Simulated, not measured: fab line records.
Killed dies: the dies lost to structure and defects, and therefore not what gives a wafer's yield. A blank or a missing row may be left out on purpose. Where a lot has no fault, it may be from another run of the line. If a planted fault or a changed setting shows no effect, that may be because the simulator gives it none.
fab line records | flow gf180mcu
record: lots: 15 | wafers: 45 | last_day: 35
route steps=602 shown CONTACT@292 M1@316
lots with no fault: from the same line, run without faults
start_h: start of the lot's first displayed wafer, in hours after the record's first day | wait_h: time in hours since the lot's previous step | " the same as in the row above | L1.1+2: one row covering several wafers at once | - no value, or no start given | * or withheld: withheld | < > ~ a bound
route shown NAME@n: a module of which the file shows steps, and the number in the route of the first | usual: average and standard deviation across the fault-free wafers | same: alike in all rows | chamber/n: place in a boat | sites: the reading at each site | _std_site: the standard deviation of these | _edge_site: inner sites' mean taken away from outer sites' mean | radius_mm: how far each site lies from the wafer's centre | mask NAME#n: copy n | behind: the most recent tool/chamber to have shaped the wafer | hold: reason for holding the lot/hours on hold/outcome of the hold | device: the transistor (n, p or np) that didn't switch | end of line: tests run on the same wafers once the route is complete | a step with no rows: only its recipe | killed: count of dies lost to structure and defects at first sort (not the wafer's yield) | map: a wafer's dies, marking killed ones x, the rest . and places with no die _
set.NAME: setting as actually run; set.NAME@STEP: the setting as run at that earlier step | model.NAME: the simulator's own value behind a step, which no gauge read
route steps across a sampled set of lots; one table per step, one row per wafer
services: the hour from which a tool's chamber was out of use, counted from the record's first day as start_h (under 0 if before that day), plus the number of hours and why
== steps ==
step: GF_CONTACT_BOW_MEAS_05
recipe: mode: bow
usual: CONTACT_BOW: 67/6.6
lot.wafer | tool          | chamber | start_h | wait_h | CONTACT_BOW[um]
L992.2    | film_metro-03 | -       | 356.24  | 0.2    | 75
L992.4    | "             | -       | "       | "      | 74
L992.5    | "             | -       | "       | "      | 61
L993.1    | film_metro-02 | -       | 361.62  | 0.1    | 67
L993.3    | "             | -       | "       | "      | 52
L993.4    | "             | -       | "       | "      | 66
L994.1    | film_metro-03 | -       | 380.97  | 0.2    | 68
L994.3    | "             | -       | "       | "      | 64
L994.6    | "             | -       | "       | "      | 67
L995.1    | film_metro-02 | -       | 389.93  | 0.2    | 62
L995.2    | "             | -       | "       | "      | 62
L995.5    | "             | -       | "       | "      | 73
L100.3    | film_metro-02 | -       | 429.73  | 0.1    | 75
L100.4    | "             | -       | "       | "      | 64
L100.6    | "             | -       | "       | "      | 69
L101.2    | film_metro-01 | -       | 446.12  | 0.1    | 70
L101.3    | "             | -       | "       | "      | 52
L101.5    | "             | -       | "       | "      | 67
L102.1    | film_metro-03 | -       | 449.58  | 0.1    | 61
L102.3    | "             | -       | "       | "      | 75
L102.4    | "             | -       | "       | "      | 75
L104.2    | film_metro-02 | -       | 466.96  | 0.1    | 52
L104.3    | "             | -       | "       | "      | 61
L104.5    | "             | -       | "       | "      | 62
L105.2    | film_metro-01 | -       | 477.00  | 0.3    | 71
L105.3    | "             | -       | "       | "      | 70
L105.5    | "             | -       | "       | "      | 62
L107.3    | film_metro-01 | -       | 490.76  | 0.1    | 69
L107.4    | "             | -       | "       | "      | 66
L107.6    | "             | -       | "       | "      | 77
L109.2    | film_metro-01 | -       | 510.47  | 0.3    | 65
L109.3    | "             | -       | "       | "      | 66
L109.6    | "             | -       | "       | "      | 61
L110.1    | film_metro-03 | -       | 517.71  | 0.2    | 69
L110.4    | "             | -       | "       | "      | 73
L110.5    | "             | -       | "       | "      | 70
L111.3    | film_metro-02 | -       | 526.26  | 0.3    | 67
L111.4    | "             | -       | "       | "      | 67
L111.6    | "             | -       | "       | "      | 62
L112.2    | film_metro-02 | -       | 532.92  | 0.3    | 74
L112.3    | "             | -       | "       | "      | 66
L112.6    | "             | -       | "       | "      | 64
L113.1    | film_metro-03 | -       | 555.47  | 0.1    | 77
L113.2    | "             | -       | "       | "      | 61
L113.3    | "             | -       | "       | "      | 64
step: GF_CONTACT_CMP_27
recipe: stop_on: SiO2 | down_force_psi: 3.5 | platen_rpm: 60 | t_overpolish_s: 15 | target_thk_nm: 0 | pad_velocity_m_s: 0.94248
usual: motor_current_A: 11.0/1.4 | overpolish_run_s: 15.000/0.0096 | slurry_filter_dp_kPa: 13.51/0.14 | time_to_endpoint_s: 72/3.2
lot.wafer | tool   | chamber | start_h | wait_h | motor_current_A | overpolish_run_s | slurry_filter_dp_kPa | time_to_endpoint_s
L992.2    | cmp-02 | 2       | 379.80  | 0.1    | 14.3            | 14.990           | 13.56                | 70
L992.4    | "      | 3       | "       | "      | 10.6            | 14.995           | 13.39                | 72
L992.5    | "      | 1       | "       | "      | 10.2            | 15.001           | 13.50                | 75
L993.4    | cmp-01 | 3       | 384.99  | 0.0    | 12.9            | 14.981           | 13.69                | 73
L993.3    | "      | 0       | "       | "      | 10.4            | 14.992           | 13.62                | 76
L993.1    | "      | 1       | "       | "      | 10.1            | 14.982           | 13.49                | 68
L994.3    | cmp-02 | 0       | 405.29  | 0.3    | 10.5            | 15.007           | 13.38                | 70
L994.1    | "      | 1       | "       | "      | 9.9             | 15.008           | 13.55                | 69
L994.6    | "      | 2       | "       | "      | 13.2            | 14.992           | 13.37                | 67
L995.1    | cmp-02 | 0       | 415.01  | 0.1    | 10.9            | 15.006           | 13.55                | 67
L995.2    | "      | 2       | "       | "      | 14.0            | 15.002           | 13.34                | 68
L995.5    | "      | 1       | "       | "      | 10.2            | 14.996           | 13.38                | 75
L100.4    | cmp-02 | 0       | 454.29  | 0.1    | 10.7            | 14.988           | 13.33                | 71
L100.3    | "      | 2       | "       | "      | 13.9            | 14.995           | 13.66                | 67
L100.6    | "      | 3       | "       | "      | 9.8             | 14.990           | 13.36                | 72
L101.3    | cmp-02 | 0       | 471.83  | 0.1    | 10.6            | 15.006           | 13.78                | 69
L101.2    | "      | 2       | "       | "      | 13.9            | 15.000           | 13.70                | 71
L101.5    | "      | 0       | "       | "      | 10.9            | 15.006           | 13.50                | 68
L102.4    | cmp-02 | 0       | 475.27  | 0.2    | 10.3            | 15.001           | 13.28                | 71
L102.1    | "      | 1       | "       | "      | 10.7            | 15.007           | 13.55                | 75
L102.3    | "      | 2       | "       | "      | 13.4            | 14.993           | 13.59                | 72
L104.2    | cmp-02 | 0       | 492.79  | 0.0    | 10.8            | 15.017           | 13.41                | 72
L104.3    | "      | 2       | "       | "      | 13.2            | 15.003           | 13.41                | 75
L104.5    | "      | 1       | "       | "      | 10.1            | 15.012           | 13.67                | 79
L105.2    | cmp-01 | 3       | 502.82  | 0.0    | 12.4            | 14.995           | 13.62                | 73
L105.3    | "      | 1       | "       | "      | 10.4            | 15.000           | 13.47                | 69
L105.5    | "      | 0       | "       | "      | 9.8             | 14.993           | 13.63                | 78
L107.4    | cmp-02 | 2       | 515.45  | 0.1    | 14.0            | 15.016           | 13.44                | 73
L107.3    | "      | 3       | "       | "      | 10.2            | 14.990           | 13.49                | 75
L107.6    | "      | 0       | "       | "      | 10.6            | 15.013           | 13.25                | 74
L109.3    | cmp-01 | 0       | 534.83  | 0.2    | 10.0            | 14.989           | 13.41                | 79
L109.2    | "      | 3       | "       | "      | 13.9            | 15.010           | 13.52                | 74
L109.6    | "      | 1       | "       | "      | 10.2            | 14.989           | 13.77                | 71
L110.1    | cmp-01 | 0       | 542.10  | 0.1    | 10.2            | 15.001           | 13.40                | 79
L110.4    | "      | 1       | "       | "      | 10.4            | 15.000           | 13.60                | 71
L110.5    | "      | 3       | "       | "      | 13.3            | 15.004           | 13.59                | 74
L111.3    | cmp-02 | 3       | 550.02  | 0.1    | 9.9             | 15.012           | 13.58                | 73
L111.4    | "      | 1       | "       | "      | 10.2            | 15.004           | 13.53                | 76
L111.6    | "      | 3       | "       | "      | 10.2            | 15.008           | 13.40                | 74
L112.2    | cmp-01 | 0       | 556.72  | 0.4    | 10.5            | 15.000           | 13.44                | 72
L112.3    | "      | 2       | "       | "      | 8.7             | 14.990           | 13.51                | 71
L112.6    | "      | 3       | "       | "      | 13.4            | 14.999           | 13.34                | 67
L113.2    | cmp-02 | 1       | 579.07  | 0.6    | 10.3            | 15.002           | 13.54                | 74
L113.1    | "      | 2       | "       | "      | 13.6            | 14.994           | 13.49                | 72
L113.3    | "      | 3       | "       | "      | 10.7            | 14.975           | 13.06                | 69
step: GF_M1_SPUTTER_01
recipe: material: TiN | target_thk_nm: 30 | power_w: 6500 | time_s: 25 | chamber_pressure_pa: 0.4
usual: cathode_dc_power_W: 6500.0/1.2 | chamber_pressure_pa: 0.4001/0.0009 | throttle_valve_pct: 30.1/1.4
lot.wafer | tool           | chamber | start_h | wait_h | cathode_dc_power_W | chamber_pressure_pa | throttle_valve_pct
L992.2    | pvd_sputter-01 | -       | 380.15  | 0.1    | 6502.6             | 0.3997              | 29.9
L992.4    | "              | -       | "       | "      | 6501.7             | 0.4005              | 27.4
L992.5    | "              | -       | "       | "      | 6501.4             | 0.4004              | 28.1
L993.1    | pvd_sputter-01 | -       | 385.39  | 0.1    | 6500.3             | 0.4003              | 29.9
L993.3    | "              | -       | "       | "      | 6499.8             | 0.4006              | 31.4
L993.4    | "              | -       | "       | "      | 6499.7             | 0.4000              | 28.0
L994.1    | pvd_sputter-02 | -       | 405.59  | 0.1    | 6499.5             | 0.4017              | 29.6
L994.3    | "              | -       | "       | "      | 6497.4             | 0.4002              | 29.6
L994.6    | "              | -       | "       | "      | 6501.1             | 0.3996              | 29.2
L995.1    | pvd_sputter-04 | -       | 415.41  | 0.1    | 6498.6             | 0.4015              | 31.1
L995.2    | "              | -       | "       | "      | 6501.9             | 0.4008              | 32.2
L995.5    | "              | -       | "       | "      | 6499.8             | 0.3993              | 31.1
L100.3    | pvd_sputter-04 | -       | 454.64  | 0.1    | -                  | -                   | -
L100.4    | "              | -       | "       | "      | -                  | -                   | -
L100.6    | "              | -       | "       | "      | -                  | -                   | -
L101.2    | pvd_sputter-01 | -       | 472.18  | 0.1    | -                  | -                   | -
L101.3    | "              | -       | "       | "      | -                  | -                   | -
L101.5    | "              | -       | "       | "      | -                  | -                   | -
L102.1    | pvd_sputter-04 | -       | 475.62  | 0.1    | -                  | -                   | -
L102.3    | "              | -       | "       | "      | -                  | -                   | -
L102.4    | "              | -       | "       | "      | -                  | -                   | -
L104.2    | pvd_sputter-04 | -       | 493.19  | 0.1    | 6500.6             | 0.3990              | 28.2
L104.3    | "              | -       | "       | "      | 6497.6             | 0.3998              | 31.2
L104.5    | "              | -       | "       | "      | 6500.4             | 0.4012              | 30.9
L105.2    | pvd_sputter-04 | -       | 503.22  | 0.1    | 6499.9             | 0.3999              | 31.3
L105.3    | "              | -       | "       | "      | 6500.7             | 0.3999              | 30.7
L105.5    | "              | -       | "       | "      | 6500.3             | 0.4004              | 28.3
L107.3    | pvd_sputter-04 | -       | 515.75  | 0.1    | 6499.2             | 0.3995              | 32.5
L107.4    | "              | -       | "       | "      | 6500.0             | 0.3999              | 31.0
L107.6    | "              | -       | "       | "      | 6501.5             | 0.3999              | 30.9
L109.2    | pvd_sputter-04 | -       | 535.23  | 0.1    | 6498.7             | 0.3999              | 31.1
L109.3    | "              | -       | "       | "      | 6501.7             | 0.3999              | 31.1
L109.6    | "              | -       | "       | "      | 6499.9             | 0.4001              | 31.1
L110.1    | pvd_sputter-02 | -       | 542.40  | 0.1    | 6499.4             | 0.4014              | 30.8
L110.4    | "              | -       | "       | "      | 6498.7             | 0.3997              | 28.9
L110.5    | "              | -       | "       | "      | 6499.1             | 0.4007              | 29.6
L111.3    | pvd_sputter-04 | -       | 550.37  | 0.1    | 6499.2             | 0.4004              | 32.6
L111.4    | "              | -       | "       | "      | 6499.7             | 0.3991              | 31.3
L111.6    | "              | -       | "       | "      | 6499.4             | 0.3994              | 32.5
L112.2    | pvd_sputter-04 | -       | 557.07  | 0.1    | 6499.5             | 0.4000              | 30.8
L112.3    | "              | -       | "       | "      | 6500.5             | 0.4013              | 31.1
L112.6    | "              | -       | "       | "      | 6500.6             | 0.4056              | 31.0
L113.1    | pvd_sputter-04 | -       | 579.42  | 0.1    | 6499.2             | 0.3983              | 28.2
L113.2    | "              | -       | "       | "      | 6499.3             | 0.4001              | 31.1
L113.3    | "              | -       | "       | "      | 6501.4             | 0.3992              | 32.3
step: GF_M1_SPUTTER_04
recipe: material: TiN | target_thk_nm: 50 | power_w: 6500 | time_s: 41.7 | chamber_pressure_pa: 0.4
usual: cathode_dc_power_W: 6499.9/1.1 | chamber_pressure_pa: 0.3999/0.00079 | throttle_valve_pct: 30.1/1.4
lot.wafer | tool           | chamber | start_h | wait_h | cathode_dc_power_W | chamber_pressure_pa | throttle_valve_pct
L992.2    | pvd_sputter-01 | -       | 380.23  | 0.0    | 6498.6             | 0.3997              | 30.0
L992.4    | "              | -       | "       | "      | 6499.4             | 0.4011              | 27.9
L992.5    | "              | -       | "       | "      | 6501.2             | 0.4001              | 28.1
L993.1    | pvd_sputter-01 | -       | 385.47  | 0.0    | 6499.7             | 0.4001              | 29.8
L993.3    | "              | -       | "       | "      | 6500.3             | 0.3994              | 31.3
L993.4    | "              | -       | "       | "      | 6499.7             | 0.3997              | 28.0
L994.1    | pvd_sputter-02 | -       | 405.67  | 0.0    | 6499.2             | 0.4003              | 29.7
L994.3    | "              | -       | "       | "      | 6500.0             | 0.3997              | 29.2
L994.6    | "              | -       | "       | "      | 6500.0             | 0.3992              | 29.5
L995.1    | pvd_sputter-04 | -       | 415.49  | 0.0    | 6499.4             | 0.4023              | 31.2
L995.2    | "              | -       | "       | "      | 6500.1             | 0.4001              | 32.5
L995.5    | "              | -       | "       | "      | 6500.5             | 0.4007              | 31.1
L100.3    | pvd_sputter-04 | -       | 454.72  | 0.0    | 6499.7             | 0.4005              | 31.1
L100.4    | "              | -       | "       | "      | 6500.5             | 0.4001              | 28.6
L100.6    | "              | -       | "       | "      | 6499.8             | 0.3997              | 31.0
L101.2    | pvd_sputter-01 | -       | 472.26  | 0.0    | 6500.3             | 0.3996              | 28.5
L101.3    | "              | -       | "       | "      | 6496.4             | 0.4005              | 31.3
L101.5    | "              | -       | "       | "      | 6498.9             | 0.3982              | 29.8
L102.1    | pvd_sputter-04 | -       | 475.70  | 0.0    | 6500.2             | 0.4003              | 31.0
L102.3    | "              | -       | "       | "      | 6499.6             | 0.3992              | 31.0
L102.4    | "              | -       | "       | "      | 6499.7             | 0.4005              | 32.2
L104.2    | pvd_sputter-04 | -       | 493.27  | 0.0    | 6500.1             | 0.4000              | 28.4
L104.3    | "              | -       | "       | "      | 6500.8             | 0.3990              | 30.9
L104.5    | "              | -       | "       | "      | 6502.2             | 0.4007              | 30.7
L105.2    | pvd_sputter-04 | -       | 503.31  | 0.0    | 6499.7             | 0.4001              | 31.2
L105.3    | "              | -       | "       | "      | 6499.0             | 0.4011              | 30.8
L105.5    | "              | -       | "       | "      | 6500.4             | 0.3997              | 28.3
L107.3    | pvd_sputter-04 | -       | 515.83  | 0.0    | 6501.0             | 0.4006              | 32.5
L107.4    | "              | -       | "       | "      | 6497.0             | 0.4007              | 31.2
L107.6    | "              | -       | "       | "      | 6501.5             | 0.4004              | 31.0
L109.2    | pvd_sputter-04 | -       | 535.31  | 0.0    | 6501.3             | 0.3995              | 30.7
L109.3    | "              | -       | "       | "      | 6500.0             | 0.4012              | 30.6
L109.6    | "              | -       | "       | "      | 6500.2             | 0.3998              | 31.0
L110.1    | pvd_sputter-02 | -       | 542.48  | 0.0    | 6499.6             | 0.4002              | 30.7
L110.4    | "              | -       | "       | "      | 6499.8             | 0.3992              | 28.7
L110.5    | "              | -       | "       | "      | 6500.7             | 0.3990              | 29.8
L111.3    | pvd_sputter-04 | -       | 550.46  | 0.0    | 6497.5             | 0.4003              | 32.4
L111.4    | "              | -       | "       | "      | 6503.2             | 0.3991              | 31.1
L111.6    | "              | -       | "       | "      | 6499.5             | 0.3997              | 32.4
L112.2    | pvd_sputter-04 | -       | 557.16  | 0.0    | 6500.8             | 0.3988              | 31.1
L112.3    | "              | -       | "       | "      | 6499.6             | 0.4003              | 31.1
L112.6    | "              | -       | "       | "      | 6501.2             | 0.3996              | 31.0
L113.1    | pvd_sputter-04 | -       | 579.50  | 0.0    | 6501.1             | 0.4007              | 28.3
L113.2    | "              | -       | "       | "      | 6500.1             | 0.4031              | 31.1
L113.3    | "              | -       | "       | "      | 6498.9             | 0.3987              | 32.4
step: GF_M1_METAL_ETCH_16
recipe: chemistry: Cl2/BCl3 | mask_material: KrF | target_depth_nm: 627.5 | stop_on: SiO2 | pressure_mtorr: 8 | icp_w: 800 | bias_w: 140 | Cl2_flow_sccm: 80 | bcl3_flow_sccm: 40 | time_s: 104.6
usual: drypump_motor_current_A: 5.8/0.55 | oes_product_au: 0.972/0.0064 | throttle_valve_pct: 28.250/0.011
lot.wafer | tool         | chamber | start_h | wait_h | drypump_motor_current_A | oes_product_au | rf_hours_counter_h | throttle_valve_pct
L992.2    | rie_metal-02 | 0       | 403.45  | 0.0    | 5.4                     | 0.979          | 9                  | 28.245
L992.4    | "            | 0       | "       | "      | 5.4                     | 0.973          | -                  | 28.234
L992.5    | "            | 0       | "       | "      | 5.4                     | 0.976          | -                  | 28.228
L993.1    | rie_metal-02 | 1       | 408.61  | 0.0    | 6.6                     | 0.956          | 9                  | 28.262
L993.3    | "            | 1       | "       | "      | 6.6                     | 0.969          | -                  | 28.239
L993.4    | "            | 0       | "       | "      | 5.4                     | 0.967          | -                  | 28.258
L994.1    | rie_metal-01 | 0       | 429.36  | 0.0    | 5.6                     | 0.979          | 10                 | 28.242
L994.3    | "            | 1       | "       | "      | 5.4                     | 0.967          | -                  | 28.263
L994.6    | "            | 1       | "       | "      | 5.4                     | 0.976          | -                  | 28.262
L995.1    | rie_metal-04 | 0       | 438.82  | 0.0    | 6.3                     | 0.964          | 10                 | 28.259
L995.2    | "            | 1       | "       | "      | 5.2                     | 0.966          | 5                  | 28.242
L995.5    | "            | 1       | "       | "      | 5.2                     | 0.968          | -                  | 28.267
L100.3    | rie_metal-02 | 0       | 479.00  | 0.1    | 5.4                     | 0.939          | -                  | 28.267
L100.4    | "            | 1       | "       | "      | 6.6                     | 0.940          | -                  | 28.280
L100.6    | "            | 0       | "       | "      | 5.4                     | 0.944          | -                  | 28.265
L101.2    | rie_metal-04 | 1       | 496.95  | 0.1    | 5.2                     | 0.944          | -                  | 28.265
L101.3    | "            | 1       | "       | "      | 5.2                     | 0.935          | -                  | 28.299
L101.5    | "            | 1       | "       | "      | 5.2                     | 0.941          | -                  | 28.284
L102.1    | rie_metal-01 | 0       | 500.25  | 0.0    | 5.6                     | 0.947          | 0                  | 28.267
L102.3    | "            | 1       | "       | "      | 5.4                     | 0.937          | -                  | 28.275
L102.4    | "            | 0       | "       | "      | 5.6                     | 0.938          | -                  | 28.290
L104.2    | rie_metal-04 | 1       | 517.39  | 0.1    | 5.2                     | 0.976          | -                  | 28.239
L104.3    | "            | 1       | "       | "      | 5.2                     | 0.978          | -                  | 28.240
L104.5    | "            | 1       | "       | "      | 5.2                     | 0.969          | -                  | 28.257
L105.2    | rie_metal-01 | 0       | 527.19  | 0.1    | 5.6                     | 0.970          | -                  | 28.244
L105.3    | "            | 0       | "       | "      | 5.6                     | 0.969          | -                  | 28.251
L105.5    | "            | 0       | "       | "      | 5.6                     | 0.972          | -                  | 28.255
L107.3    | rie_metal-02 | 1       | 538.77  | 0.1    | 6.6                     | 0.975          | -                  | 28.248
L107.4    | "            | 1       | "       | "      | 6.6                     | 0.968          | -                  | 28.241
L107.6    | "            | 1       | "       | "      | 6.6                     | 0.974          | -                  | 28.275
L109.2    | rie_metal-01 | 1       | 557.25  | 0.0    | 5.4                     | 0.963          | 0                  | 28.261
L109.3    | "            | 0       | "       | "      | 5.6                     | 0.969          | -                  | 28.254
L109.6    | "            | 1       | "       | "      | 5.4                     | 0.972          | -                  | 28.256
L110.1    | rie_metal-02 | 1       | 563.36  | 0.0    | 6.6                     | 0.978          | 13                 | 28.235
L110.4    | "            | 1       | "       | "      | 6.6                     | 0.980          | -                  | 28.241
L110.5    | "            | 1       | "       | "      | 6.6                     | 0.977          | -                  | 28.247
L111.3    | rie_metal-04 | 0       | 572.64  | 0.1    | 6.3                     | 0.958          | -                  | 28.259
L111.4    | "            | 1       | "       | "      | 5.2                     | 0.965          | -                  | 28.274
L111.6    | "            | 1       | "       | "      | 5.2                     | 0.977          | -                  | 28.262
L112.2    | rie_metal-01 | 0       | 579.45  | 0.0    | 5.7                     | 0.973          | 3                  | 28.257
L112.3    | "            | 1       | "       | "      | 5.4                     | 0.969          | -                  | 28.244
L112.6    | "            | 0       | "       | "      | 5.7                     | 0.976          | -                  | 28.244
L113.1    | rie_metal-02 | 1       | 600.51  | 0.0    | 6.6                     | 0.973          | 0                  | 28.244
L113.2    | "            | 0       | "       | "      | 5.4                     | 0.978          | 1                  | 28.257
L113.3    | "            | 0       | "       | "      | 5.4                     | 0.973          | -                  | 28.261
== services ==
tool           | chamber | start_h | hours | kind
cmp-01         | -       | 376.84  | 4.0   | pm
rie_metal-01   | 0       | 381.36  | 3.3   | repair
rie_metal-04   | -       | 391.71  | 0.4   | repair
cmp-01         | -       | 404.00  | 4.0   | pm
rie_metal-01   | -       | 409.65  | 0.3   | repair
pvd_sputter-04 | -       | 411.34  | 2.7   | repair
cmp-02         | -       | 411.36  | 3.5   | pm
rie_metal-01   | -       | 416.67  | 2.8   | pm
cmp-01         | -       | 421.71  | 2.1   | repair
cmp-01         | -       | 422.98  | 0.7   | repair
cmp-01         | -       | 442.69  | 2.4   | repair
cmp-01         | -       | 477.16  | 4.5   | repair
pvd_sputter-02 | -       | 493.07  | 5.3   | repair
cmp-02         | -       | 518.96  | 1.6   | repair
pvd_sputter-01 | -       | 523.20  | 2.3   | repair
rie_metal-02   | -       | 525.65  | 0.3   | repair
cmp-02         | -       | 541.22  | 1.8   | repair
cmp-01         | -       | 548.49  | 2.0   | repair
cmp-02         | -       | 551.82  | 0.3   | repair
rie_metal-02   | 0       | 560.64  | 7.0   | repair
cmp-02         | -       | 572.62  | 4.0   | pm
pvd_sputter-01 | -       | 578.48  | 1.2   | repair
rie_metal-01   | 0       | 583.34  | 109.2 | repair
cmp-01         | -       | 587.48  | 1.5   | repair
== key ==
first_sign: step: GF_M1_SPUTTER_01 | reading: tool_record | direction: missing
effect: step: GF_M1_METAL_ETCH_16 | reading: oes_product_au | direction: down | sigmas: 4.9 | usual: 0.972 | struck: 0.940
met_at GF_M1_SPUTTER_01
struck_lots L100,L101,L102
later_rows_left_out L100.3,L100.4,L100.6,L101.2,L101.3,L101.5,L102.1,L102.3,L102.4
sort_left_out L100.3,L100.4,L100.6,L101.2,L101.3,L101.5,L102.1,L102.3,L102.4
not_acting_at GF_CONTACT_BOW_MEAS_05,GF_CONTACT_CMP_27,GF_M1_SPUTTER_04
onset_between 415.41 454.64
fault: kind: skipped_step_whole | tool: pvd_sputter-01,pvd_sputter-04 | chamber: - | onset_h: 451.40 | steps: GF_M1_SPUTTER_01 | scope: struck_lots_only
sort_left_out: the simulated sort isn't trusted on such a fault, so these wafers' sort isn't shown, and their yield isn't known
later_rows_left_out: the simulator's readings of these wafers behind a module that went badly wrong aren't trusted and aren't shown, but for the sort
